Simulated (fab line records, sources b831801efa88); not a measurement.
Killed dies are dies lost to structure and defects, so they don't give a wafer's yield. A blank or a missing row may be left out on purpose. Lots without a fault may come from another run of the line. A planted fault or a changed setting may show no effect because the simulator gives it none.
Which tool did it? | flow gf180mcu | 15 lots, 42 wafers sampled, at 3 steps of a route of 602

WHAT THE GAUGES READ, wafer by wafer
GF_HV_LDD_CD_MEAS_07: target cd 400 nm.
lot  | measured     | on        | cd_nm (nm)
L888 | day 9 20:20  | cd_sem-01 | 402.2 401.1 402.1
L889 | day 10 01:43 | cd_sem-01 | 402.7 400.6 400.3
L890 | day 10 13:00 | cd_sem-01 | 399.5 401.7 398.1
L891 | day 10 23:19 | cd_sem-02 | 404.0 401.7 403.3
L892 | day 11 04:20 | cd_sem-01 | 396.5 398.0 396.8
L893 | day 11 10:48 | cd_sem-01 | 398.9 400.0 398.8
L894 | day 11 19:40 | cd_sem-02 | 400.8 402.7 402.8
L895 | day 12 02:47 | cd_sem-01 | 393.8 395.3 392.9
L896 | day 12 18:46 | cd_sem-02 | 399.1 399.5 399.0
L897 | day 13 11:58 | cd_sem-01 | 403.4 403.8 402.4
L904 | day 15 00:05 | cd_sem-02 | 400.1 401.7
L905 | day 15 05:44 | cd_sem-02 | 402.5 398.0
L907 | day 15 20:16 | cd_sem-01 | 400.7 401.5
L910 | day 16 23:02 | cd_sem-02 | 400.0 401.0 402.7
L911 | day 17 05:34 | cd_sem-02 | 404.8 405.1 403.6

GF_HV_LDD_CD_MEAS_31: target cd 400 nm.
lot  | measured     | on        | cd_nm (nm)
L888 | day 11 09:07 | cd_sem-02 | 399.7 400.8 399.6
L889 | day 11 13:37 | cd_sem-01 | 402.7 403.6 401.6
L890 | day 12 02:42 | cd_sem-02 | 402.4 402.4 401.3
L891 | day 12 13:45 | cd_sem-01 | 401.9 399.7 400.3
L892 | day 12 17:32 | cd_sem-02 | 399.3 399.3 400.0
L893 | day 13 02:37 | cd_sem-01 | 401.4 402.9 400.8
L894 | day 13 12:29 | cd_sem-02 | 400.3 400.8 400.6
L895 | day 13 19:38 | cd_sem-02 | 399.9 398.2 399.7
L896 | day 14 12:32 | cd_sem-02 | 405.1 405.2 406.6
L897 | day 15 06:43 | cd_sem-01 | 396.9 397.6 398.6
L904 | day 16 19:55 | cd_sem-01 | 399.2 397.9
L905 | day 17 02:13 | cd_sem-02 | 400.5 397.0
L907 | day 17 18:12 | cd_sem-01 | 397.4 397.6
L910 | day 18 22:52 | cd_sem-01 | 402.5 402.3 401.4
L911 | day 19 05:13 | cd_sem-02 | 401.0 400.0 400.2

GF_NSD_OVL_MEAS_08.
lot  | measured     | on         | NSD_OVL (nm)
L888 | day 13 04:54 | overlay-02 | -0.4 0.1 1.7
L889 | day 13 09:20 | overlay-02 | 1.8 1.4 0.8
L890 | day 13 22:14 | overlay-02 | -2.0 -1.3 -1.4
L891 | day 14 10:53 | overlay-02 | -0.9 -1.0 -1.6
L892 | day 14 14:44 | overlay-02 | 2.1 -0.5 2.2
L893 | day 14 23:50 | overlay-01 | -3.3 -0.8 -0.9
L894 | day 15 10:04 | overlay-01 | 0.4 1.2 1.0
L895 | day 15 18:43 | overlay-02 | 3.6 1.0 2.1
L896 | day 16 11:05 | overlay-02 | 1.9 4.5 1.6
L897 | day 17 06:58 | overlay-02 | -0.3 -0.4 1.1
L904 | day 18 23:05 | overlay-01 | 1.4 1.0
L905 | day 19 05:35 | overlay-01 | -0.8 0.6
L907 | day 19 21:44 | overlay-02 | -1.8 2.6
L910 | day 21 04:05 | overlay-02 | 2.5 1.8 1.7
L911 | day 21 09:02 | overlay-02 | 1.2 2.7 0.1

WHICH TOOL RAN EACH LOT (tool, then ch and the chambers of the sampled wafers, then the start)
The record holds no process step before these readings.

WHAT THE TOOLS THEMSELVES READ (means of the sampled wafers that have a number; where no wafer has one, the mark that the record gives instead)
The record holds no such reading with a usual standard deviation.

THE ANSWER, worked out from the rows above alone
Rule: what is usual is taken from the lots themselves. Put in order of their means at a reading, lots are off if they are a third of the lots or fewer, leave a main group of 4 or more, and stand apart from it by a gap of 3 or more times the standard deviation of the main group's means; of several such gaps the widest counts. A main group whose means are all the same, to the digits that the tables above print for the reading, isn't used. A lot without any number at a reading at which 4 lots or more have one is off too. The other lots that the step has rows for count as sound. The gauges are gone through in route order, then the tools' own readings, and for those a lot's mean is taken as printed above. The first step at which some lot is off is used, and at that step the reading that is off furthest; a lot without a number counts as furthest.
No lot is off at any reading shown: from this, nothing can be told.

WHAT THE SIMULATOR HAD PUT IN
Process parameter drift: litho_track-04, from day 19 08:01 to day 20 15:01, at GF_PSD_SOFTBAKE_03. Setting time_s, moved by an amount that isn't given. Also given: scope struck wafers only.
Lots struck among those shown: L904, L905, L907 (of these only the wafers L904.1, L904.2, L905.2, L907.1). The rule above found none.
